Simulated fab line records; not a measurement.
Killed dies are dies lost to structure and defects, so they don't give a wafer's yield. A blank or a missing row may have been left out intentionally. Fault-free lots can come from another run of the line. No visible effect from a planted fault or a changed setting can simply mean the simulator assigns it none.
fab line records	flow sfq-line
[record] lots = 14	wafers = 42	last-day = 87
route steps=325 shown M1@65 I1@73 R5@223
lots with no fault: from the same line, run without faults
start-h: the number of hours between the record's first day and the start of the first shown wafer of the lot	wait-h: time in hours since the lot's previous step	" as in the row above	L1.1+2: a row that stands for several wafers	- either no value or no given start	* or withheld: withheld	< > ~ a bound
route shown NAME@n: names a module that has steps shown in the file, with the first one's number in the route	usual: mean and standard deviation over wafers with no fault	same: alike in all rows	chamber/n: place in a boat	sites: each site's reading	_std_site: the standard deviation of these	_edge_site: the outer-site mean with the inner-site mean subtracted	radius-mm: for every site, how far away it sits from the centre of the wafer	mask NAME#n: copy n	behind: the most recent tool/chamber to have shaped the wafer	hold: why the lot was held/for how many hours/how that ended	device: the n, p or np transistor that did not switch	end of line: the tests these same wafers got at the end of their route	step lacking rows: just its recipe	killed: the dies lost at the first sort to structure and to defects; this is not the yield of the wafer	map: per-die view of a wafer (x killed, . not killed, _ where there is no die)
set.NAME: the run value of the setting; set.NAME@STEP: its run value at that earlier step	model.NAME: the simulator's own value behind a step, which no gauge read
steps of the route over a sample of lots; a table a step, a row a wafer
services: from which hour (start-h, from the record's first day; less than 0 if before it) a tool's chamber was out of use, for how many hours, and why
[[steps]]
[step SFQ_TRILAYER_M1_LITHO_EXPOSE_040]
[recipe] mask-id = M1	na = 0.6	source-shape = conventional	sigma-outer = 0.65	target-cd-nm = 500	dose-mj = 14.4
[usual] exposure-dose-mJ-cm2 = 14.400/0.014	focus-offset-nm = -0.1/0.55	sigma-outer = 0.65/0
lot.wafer	tool	chamber	start-h	wait-h	mask	exposure-dose-mJ-cm2	focus-offset-nm	sigma-outer
L957.4	krf-scanner-02	0	391.19	-	M1#0	14.396	-0.3	0.65
L957.5	"	0	"	"	M1#0	14.371	-0.6	0.65
L957.6	"	0	"	"	M1#0	14.403	-0.5	0.65
L958.1	krf-scanner-01	0	404.38	-	M1#0	14.388	0.2	0.65
L958.2	"	0	"	"	M1#0	14.385	0.2	0.65
L958.3	"	0	"	"	M1#0	14.397	-0.3	0.65
L959.1	krf-scanner-01	0	593.00	-	M1#0	14.386	0.0	0.65
L959.2	"	0	"	"	M1#0	14.395	0.6	0.65
L959.6	"	0	"	"	M1#0	14.391	-0.1	0.65
L960.1	krf-scanner-01	0	597.80	-	M1#0	14.390	0.3	0.65
L960.2	"	0	"	"	M1#0	14.424	0.2	0.65
L960.4	"	0	"	"	M1#0	14.414	-0.3	0.65
L961.3	krf-scanner-01	0	600.60	-	M1#0	14.381	1.7	0.65
L961.4	"	0	"	"	M1#0	14.406	2.0	0.65
L961.5	"	0	"	"	M1#0	14.388	1.1	0.65
L965.2	krf-scanner-02	0	635.42	-	M1#0	14.410	-0.7	0.65
L965.3	"	0	"	"	M1#0	14.401	-0.3	0.65
L965.5	"	0	"	"	M1#0	14.411	-0.7	0.65
L967.1	krf-scanner-01	0	649.10	-	M1#0	14.390	0.4	0.65
L967.3	"	0	"	"	M1#0	14.391	0.3	0.65
L967.4	"	0	"	"	M1#0	14.398	0.7	0.65
L968.2	krf-scanner-01	0	666.10	-	M1#0	14.401	0.6	0.65
L968.5	"	0	"	"	M1#0	14.395	0.2	0.65
L968.6	"	0	"	"	M1#0	14.402	0.8	0.65
L969.2	krf-scanner-02	-	673.52	-	M1#0	-	-	-
L969.3	"	-	"	"	M1#0	-	-	-
L969.5	"	-	"	"	M1#0	-	-	-
L970.1	krf-scanner-02	-	676.92	-	M1#0	-	-	-
L970.5	"	-	"	"	M1#0	-	-	-
L970.6	"	-	"	"	M1#0	-	-	-
L976.3	krf-scanner-02	0	739.72	-	M1#0	14.430	0.0	0.65
L976.4	"	0	"	"	M1#0	14.401	0.4	0.65
L976.6	"	0	"	"	M1#0	14.413	0.3	0.65
L978.2	krf-scanner-01	0	757.68	-	M1#0	14.389	0.3	0.65
L978.3	"	0	"	"	M1#0	14.400	0.2	0.65
L978.5	"	0	"	"	M1#0	14.405	-1.5	0.65
L979.2	krf-scanner-01	0	762.48	-	M1#0	14.391	0.1	0.65
L979.4	"	0	"	"	M1#0	14.387	-0.7	0.65
L979.6	"	0	"	"	M1#0	14.392	-0.1	0.65
L980.1	krf-scanner-01	0	773.08	-	M1#0	14.400	0.2	0.65
L980.3	"	0	"	"	M1#0	14.425	-0.5	0.65
L980.5	"	0	"	"	M1#0	14.407	-0.7	0.65
[step SFQ_TRILAYER_I1_DEP_PECVD_045]
[recipe] material = SiO2	temp-c = 150	time-s = 111.11	pressure-torr = 2.4	rf-w = 183.3	precursor = SiH4/N2O	target-thk-nm = 500
[usual] heater-power-w = 85/19	rf-fwd-power-W = 182.4/0.66	throttle-valve-pct = 24.7/1
lot.wafer	tool	chamber	start-h	wait-h	heater-power-w	rf-fwd-power-W	since-wet-clean-h	throttle-valve-pct
L957.4	pecvd-01	0	393.12	0.0	69	182.1	-	25.1
L957.5	"	1	"	"	85	181.7	-	24.1
L957.6	"	0	"	"	72	183.0	-	25.5
L958.1	pecvd-02	2	407.66	0.0	83	182.6	569	24.1
L958.2	"	0	"	"	95	181.5	569	24.4
L958.3	"	1	"	"	97	182.3	569	25.5
L959.1	pecvd-03	2	596.29	0.0	112	183.2	388	23.2
L959.2	"	0	"	"	73	181.7	388	23.3
L959.6	"	1	"	"	71	182.8	-	25.1
L960.1	pecvd-01	2	600.30	0.0	84	182.3	1145	26.2
L960.2	"	1	"	"	88	182.0	1145	24.3
L960.4	"	0	"	"	73	182.3	-	25.3
L961.3	pecvd-02	0	602.70	0.0	83	181.2	764	24.6
L961.4	"	1	"	"	98	181.9	-	25.9
L961.5	"	2	"	"	78	183.4	-	24.3
L965.2	pecvd-03	2	637.72	0.0	113	182.6	429	23.4
L965.3	"	1	"	"	71	183.3	429	25.3
L965.5	"	1	"	"	72	183.5	-	25.3
L967.1	pecvd-02	2	651.59	0.0	74	183.0	813	24.7
L967.3	"	1	"	"	96	182.2	813	26.3
L967.4	"	0	"	"	87	182.7	-	24.8
L968.2	pecvd-02	1	668.41	0.0	95	182.1	830	26.0
L968.5	"	1	"	"	98	182.3	-	26.3
L968.6	"	0	"	"	81	183.2	-	24.9
L969.2	pecvd-01	1	675.82	0.0	95	182.8	1221	24.0
L969.3	"	0	"	"	67	182.6	1221	25.0
L969.5	"	0	"	"	67	183.0	-	25.2
L970.1	pecvd-03	1	679.42	0.0	73	181.9	471	25.7
L970.5	"	1	"	"	71	182.8	-	25.3
L970.6	"	2	"	"	103	182.9	-	23.2
L976.3	pecvd-03	1	741.86	0.0	62	182.0	-	25.8
L976.4	"	2	"	"	124	183.4	-	23.3
L976.6	"	2	"	"	123	183.2	-	23.5
L978.2	pecvd-01	0	760.00	0.0	67	182.8	1305	25.1
L978.3	"	1	"	"	94	182.7	1305	24.2
L978.5	"	2	"	"	89	182.3	-	26.4
L979.2	pecvd-02	2	764.78	0.0	74	184.4	926	24.6
L979.4	"	1	"	"	82	182.6	-	26.5
L979.6	"	2	"	"	78	183.0	-	24.5
L980.1	pecvd-03	2	775.58	0.0	116	182.6	567	23.3
L980.3	"	0	"	"	63	182.3	567	23.9
L980.5	"	2	"	"	121	182.1	-	23.5
[step SFQ_R5_OVL_MEAS_935]
[usual] R5_OVL = 3/4.8
lot.wafer	tool	chamber	start-h	wait-h	R5_OVL[nm]
L957.4	overlay-02	-	1304.32	0.1	2
L957.5	"	-	"	"	7
L957.6	"	-	"	"	4
L958.1	overlay-02	-	1306.70	0.1	1
L958.2	"	-	"	"	-1
L958.3	"	-	"	"	-3
L959.1	overlay-02	-	1389.66	0.1	0
L959.2	"	-	"	"	5
L959.6	"	-	"	"	5
L960.1	overlay-02	-	1390.86	0.1	9
L960.2	"	-	"	"	10
L960.4	"	-	"	"	6
L961.3	overlay-01	-	1394.47	0.1	2
L961.4	"	-	"	"	4
L961.5	"	-	"	"	4
L965.2	overlay-01	-	1406.47	0.1	3
L965.3	"	-	"	"	0
L965.5	"	-	"	"	-2
L967.1	overlay-02	-	1429.58	0.1	6
L967.3	"	-	"	"	7
L967.4	"	-	"	"	-2
L968.2	overlay-01	-	1442.79	0.1	7
L968.5	"	-	"	"	2
L968.6	"	-	"	"	-5
L969.2	overlay-01	-	1452.39	0.1	-
L969.3	"	-	"	"	-
L969.5	"	-	"	"	-
L970.1	overlay-01	-	1459.98	0.1	-
L970.5	"	-	"	"	-
L970.6	"	-	"	"	-
L976.3	overlay-02	-	1520.96	0.1	1
L976.4	"	-	"	"	6
L976.6	"	-	"	"	11
L978.2	overlay-02	-	1526.31	0.1	5
L978.3	"	-	"	"	9
L978.5	"	-	"	"	5
L979.2	overlay-01	-	1533.51	0.1	-4
L979.4	"	-	"	"	-5
L979.6	"	-	"	"	-6
L980.1	overlay-02	-	1535.95	0.1	3
L980.3	"	-	"	"	4
L980.5	"	-	"	"	3
[step SFQ_TRILAYER_R5_STRIP_STRIP_140]
[recipe] gas = O2	power-w = 200	platen-temp-c = 40	overash-fraction = 0.65	chemistry = O2	pressure-mtorr = 50
[usual] drypump-motor-current-A = 5.5/0.52	oes-product-au = 1.006/0.0099
lot.wafer	tool	chamber	start-h	wait-h	drypump-motor-current-A	oes-product-au	rf-hours-counter-h
L957.4	rie-metal-03	0	1304.65	0.2	6.2	1.001	-
L957.5	"	1	"	"	4.8	1.012	-
L957.6	"	0	"	"	6.2	1.002	-
L958.1	rie-metal-01	1	1306.85	0.0	6.0	1.006	36
L958.2	"	0	"	"	5.2	1.005	20
L958.3	"	1	"	"	6.0	1.009	-
L959.1	rie-metal-03	0	1389.82	0.0	6.1	0.986	142
L959.2	"	1	"	"	4.8	1.002	81
L959.6	"	0	"	"	6.2	0.996	-
L960.1	rie-metal-02	1	1391.02	0.0	5.8	1.010	75
L960.2	"	0	"	"	5.6	0.985	29
L960.4	"	0	"	"	5.6	0.996	-
L961.3	rie-metal-01	0	1394.82	0.2	5.2	1.007	-
L961.4	"	1	"	"	6.0	1.012	-
L961.5	"	0	"	"	5.2	0.997	-
L965.2	rie-metal-03	0	1406.62	0.0	6.1	0.980	144
L965.3	"	0	"	"	6.1	0.991	-
L965.5	"	0	"	"	6.1	0.985	-
L967.1	rie-metal-02	0	1429.73	0.0	5.6	1.003	32
L967.3	"	0	"	"	5.6	1.018	-
L967.4	"	1	"	"	5.8	1.013	-
L968.2	rie-metal-01	0	1442.93	0.0	5.3	0.990	38
L968.5	"	1	"	"	6.0	1.012	-
L968.6	"	0	"	"	5.2	0.997	-
L969.2	rie-metal-03	1	1452.53	0.0	4.8	1.006	87
L969.3	"	1	"	"	4.8	1.004	-
L969.5	"	1	"	"	4.8	1.007	-
L970.1	rie-metal-03	1	1460.25	0.1	4.8	1.011	88
L970.5	"	1	"	"	4.8	1.020	-
L970.6	"	1	"	"	4.8	1.004	-
L976.3	rie-metal-01	1	1521.30	0.2	5.9	1.004	-
L976.4	"	0	"	"	5.2	1.016	-
L976.6	"	0	"	"	5.2	0.998	-
L978.2	rie-metal-02	0	1526.49	0.1	5.6	1.001	46
L978.3	"	1	"	"	5.8	1.016	-
L978.5	"	0	"	"	5.6	1.000	-
L979.2	rie-metal-01	1	1533.65	0.0	6.0	1.023	64
L979.4	"	0	"	"	5.2	0.994	-
L979.6	"	0	"	"	5.2	0.994	-
L980.1	rie-metal-03	0	1536.10	0.0	6.1	0.998	9
L980.3	"	0	"	"	6.1	0.999	-
L980.5	"	0	"	"	6.1	1.007	-
[[services]]
tool	chamber	start-h	hours	kind
krf-scanner-01	-	399.81	1.3	pm
krf-scanner-01	-	414.91	0.2	repair
krf-scanner-01	-	478.45	1.0	pm
krf-scanner-01	-	499.09	0.8	pm
krf-scanner-01	-	576.10	1.3	pm
krf-scanner-01	-	628.08	0.8	repair
krf-scanner-01	-	646.90	1.0	pm
krf-scanner-01	-	667.10	0.8	pm
krf-scanner-01	-	731.39	0.8	pm
krf-scanner-01	-	750.98	1.3	pm
krf-scanner-01	-	816.28	1.0	pm
krf-scanner-01	-	828.33	7.2	pm
krf-scanner-01	-	853.08	4.4	pm
krf-scanner-01	-	860.61	0.2	repair
krf-scanner-01	-	906.05	0.4	repair
krf-scanner-01	-	929.18	1.3	pm
krf-scanner-01	-	941.28	4.0	pm
krf-scanner-01	-	985.61	1.0	pm
krf-scanner-01	-	1008.73	0.8	pm
krf-scanner-01	-	1103.69	1.3	pm
krf-scanner-01	-	1154.18	1.0	pm
krf-scanner-01	-	1173.96	0.8	pm
krf-scanner-01	-	1279.20	1.3	pm
krf-scanner-01	-	1323.52	1.0	pm
[[key]]
[first-sign] step = SFQ_TRILAYER_M1_LITHO_EXPOSE_040	reading = tool-record	direction = missing
effect none on later readings
met-at SFQ_TRILAYER_M1_LITHO_EXPOSE_040
struck-lots L969,L970
not-acting-at SFQ_TRILAYER_I1_DEP_PECVD_045,SFQ_R5_OVL_MEAS_935,SFQ_TRILAYER_R5_STRIP_STRIP_140
onset-between 635.42 673.52
[fault] kind = skipped-step-whole	tool = krf-scanner-02	chamber = -	onset-h = 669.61	steps = SFQ_TRILAYER_M1_LITHO_EXPOSE_040	scope = struck-lots-only
